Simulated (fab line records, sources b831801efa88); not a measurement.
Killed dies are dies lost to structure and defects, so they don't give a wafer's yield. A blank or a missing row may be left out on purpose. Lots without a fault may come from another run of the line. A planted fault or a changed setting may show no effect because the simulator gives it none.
Chamber matching | flow sky130 | SKY_VIA2_ETCH_15 on rie_diel-04: 4 sister chambers
The step etches SiO2 in C4F8/O2/Ar, stops on TiN, target depth 546 nm, time 84 s. 7 wafers are shown with their chamber, then 9 later ones without.

WAFERS WITH THEIR CHAMBER
wafer  | chamber | oes_product_au (a.u.)
L078.2 | 3       | 0.947
L079.1 | 3       | 0.934
L082.5 | 1       | 0.937
L082.6 | 0       | 0.946
L081.1 | 2       | 0.933
L081.5 | 2       | 0.936
L081.6 | 1       | 0.929

WAFERS WITHOUT THEIR CHAMBER
wafer  | oes_product_au (a.u.)
L087.2 | 0.931
L087.4 | 0.939
L087.6 | 0.928
L089.1 | 0.942
L089.3 | 0.934
L089.5 | 0.939
L093.2 | 0.934
L093.3 | 0.941
L093.4 | 0.943

WHICH CHAMBER EACH WENT THROUGH
wafer  | from the rows above               | in truth
L087.2 | can't be placed: 1 or 2 or 3      | 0
L087.4 | can't be placed: 3 or 2 or 1 or 0 | 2
L087.6 | can't be placed: 1 or 2 or 3      | 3
L089.1 | can't be placed: 3 or 0 or 2 or 1 | 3
L089.3 | can't be placed: 2 or 1 or 3 or 0 | 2
L089.5 | can't be placed: 3 or 2 or 1 or 0 | 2
L093.2 | can't be placed: 2 or 1 or 3 or 0 | 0
L093.3 | can't be placed: 3 or 0 or 2 or 1 | 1
L093.4 | can't be placed: 3 or 0 or 2 or 1 | 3
Placed correctly: 0 of 9. Can't be placed from these rows: 9 (the true chamber is among the candidates in 8). Placed wrongly: 0.
How it was worked out, from the rows above alone: a wafer's distance from a chamber is the root of the sum, over the readings, of the square of ((its reading less the chamber's mean) divided by the reading's scatter). The wafer belongs to the nearest chamber; if the next one is less than 2 further off, it can't be placed. A chamber's mean is the mean of its shown wafers. The scatter: the root of (the sum of the squares of (reading less its chamber's mean) over the shown wafers, divided by (wafers less chambers)).
